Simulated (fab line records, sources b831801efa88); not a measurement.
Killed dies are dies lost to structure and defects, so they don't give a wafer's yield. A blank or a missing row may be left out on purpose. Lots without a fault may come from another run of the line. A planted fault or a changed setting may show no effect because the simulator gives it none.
Chamber matching | flow gf180mcu | GF_V1_CVD_02 on pecvd-04: 3 sister chambers
The step deposits SiO2 from TEOS, target thk 850 nm, time 94.851 s. 6 wafers are shown with their chamber, then 7 later ones without.

WAFERS WITH THEIR CHAMBER
wafer  | chamber | heater_power_w (W) | susceptor_temp_C (C)
L994.4 | 1       | 450                | 400.20
L994.5 | 2       | 558                | 399.84
L103.2 | 1       | 458                | 400.10
L103.5 | 0       | 745                | 399.73
L107.1 | 2       | 679                | 399.65
L107.3 | 0       | 809                | 400.23

WAFERS WITHOUT THEIR CHAMBER
wafer  | heater_power_w (W) | susceptor_temp_C (C)
L107.6 | 526                | 400.06
L109.2 | 839                | 399.65
L109.3 | 544                | 399.91
L109.4 | 675                | 400.11
L111.4 | 669                | 400.08
L111.5 | 683                | 400.28
L111.6 | 565                | 400.14

WHICH CHAMBER EACH WENT THROUGH
wafer  | from the rows above          | in truth
L107.6 | can't be placed: 1 or 2      | 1
L109.2 | 0                            | 0
L109.3 | can't be placed: 2 or 1      | 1
L109.4 | can't be placed: 0 or 2      | 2
L111.4 | can't be placed: 2 or 0      | 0
L111.5 | can't be placed: 0 or 2 or 1 | 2
L111.6 | can't be placed: 1 or 2 or 0 | 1
Placed correctly: 1 of 7. Can't be placed from these rows: 6 (the true chamber is among the candidates in 6). Placed wrongly: 0.
How it was worked out, from the rows above alone: a wafer's distance from a chamber is the root of the sum, over the readings, of the square of ((its reading less the chamber's mean) divided by the reading's scatter). The wafer belongs to the nearest chamber; if the next one is less than 2 further off, it can't be placed. A chamber's mean is the mean of its shown wafers. The scatter: the root of (the sum of the squares of (reading less its chamber's mean) over the shown wafers, divided by (wafers less chambers)).
